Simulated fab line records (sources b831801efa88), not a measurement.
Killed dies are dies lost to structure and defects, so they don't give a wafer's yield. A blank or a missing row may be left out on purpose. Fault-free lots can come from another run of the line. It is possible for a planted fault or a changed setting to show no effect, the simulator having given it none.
Struck lot and sound lot, side by side || flow gf180mcu || 17 steps out of a route of 602
Sound: wafers L207.1, L207.4, L207.5. Wafers L211.1, L211.3, L211.4 were the ones struck. Last of all comes the cause.
At each step with rows: each side's tool, then ch and its chambers, then its first start. Under that, the readings that differ: sound wafers || struck wafers || difference of the means || sigmas: that difference in standard deviations of wafers without a fault.
alike: same words and numbers on both sides, and readings whose means sit less than 2 such deviations apart. not compared: any withheld reading, any reading some wafer has no value for, any bound like >300 that may hide the same value, and any number with overlapping values for which the record gives no deviation.
A row with sigmas, a row that says differs or no value, or rows on one side alone: a step with any of these is where the two part. Non-overlapping numbers with no deviation appear without sigmas and do not part them. A reading that every wafer of one side lacks parts them only if that side has two wafers or more.

GF_VT_IMPLANT_OVL_MEAS_18:
  sound on overlay-02 at day 6 07:54; struck on overlay-01 at day 7 05:20
  alike: VT_IMPLANT_01_OVL
then, 1 step without rows for these wafers: GF_VT_IMPLANT_IMPLANT_19.
GF_VT_IMPLANT_STRIP_20: strips in O2/N2.
  sound on plasma-asher-03 ch 0,1, day 6 08:05; struck on plasma-asher-01 ch 0,1, day 7 05:31
  alike: drypump-motor-current-A, heater-power-w, oes-product-au, strip-time-to-endpoint-s
  not compared: rf-hours-counter-h
GF_VT_IMPLANT_TW_MEAS_21:
  sound on film-metro-01 at day 6 08:11; struck on film-metro-01 at day 7 05:37
  alike: VT_IMPLANT_2_TW
then, 7 steps without rows for these wafers: GF_VT_IMPLANT_DEHYDRATE_22 (time 60 s); GF_VT_IMPLANT_HMDS_23 (prime time 60 s); GF_VT_IMPLANT_COAT_24 (resist thk 1000 nm); GF_VT_IMPLANT_SOFTBAKE_25 (time 60 s); GF_VT_IMPLANT_EXPOSE_26 (exposes mask LVPWELL HV AREA, target cd 860 nm); GF_VT_IMPLANT_PEB_27; GF_VT_IMPLANT_DEVELOP_28 (develop time 60 s).
GF_VT_IMPLANT_OVL_MEAS_29:
  sound on overlay-02 at day 6 23:19; struck on overlay-02 at day 7 20:57
  alike: VT_IMPLANT_02_OVL
GF_VT_IMPLANT_IMPLANT_30:
  sound on implanter-04 ch 0, day 6 23:21; struck on implanter-01 ch 0, day 7 20:59
{"reading": "implant-ion-amu", "sound": "11 11 11", "struck": "49 49 49", "difference": "+38", "sigmas": ""}
{"reading": "model.implant.rp-nm (nm)", "sound": "81.65 81.65 81.65", "struck": "20.41 20.41 20.41", "difference": -61.24, "sigmas": ""}
{"reading": "model.implant.drp-nm (nm)", "sound": "35.62 35.62 35.62", "struck": "11.41 11.41 11.41", "difference": -24.21, "sigmas": ""}
GF_VT_IMPLANT_STRIP_31: strips in O2/N2.
  sound on plasma-asher-04 ch 1, day 6 23:30; struck on plasma-asher-03 ch 0,1, day 7 21:08
  alike: drypump-motor-current-A, heater-power-w, oes-product-au, strip-time-to-endpoint-s
  not compared: rf-hours-counter-h
GF_VT_IMPLANT_TW_MEAS_32:
  sound on film-metro-02 at day 6 23:36; struck on film-metro-02 at day 7 21:14
{"reading": "VT_IMPLANT_3_TW", "sound": "266.4 264.5 265.7", "struck": "411.6 412.9 409.8", "difference": "+145.9", "sigmas": "+58"}
then, 1 step without rows for these wafers: GF_VT_IMPLANT_DEHYDRATE_33 (time 60 s).
GF_PASSIVATION_PROBE_99:
  the record has rows for the sound wafers here (prober-01, day 29 03:12) and none for the struck ones

== WHERE THEY PART ==
Earliest at GF_VT_IMPLANT_TW_MEAS_32; latest, in this record, at GF_PASSIVATION_PROBE_99.

WHY: whatever the simulator had introduced
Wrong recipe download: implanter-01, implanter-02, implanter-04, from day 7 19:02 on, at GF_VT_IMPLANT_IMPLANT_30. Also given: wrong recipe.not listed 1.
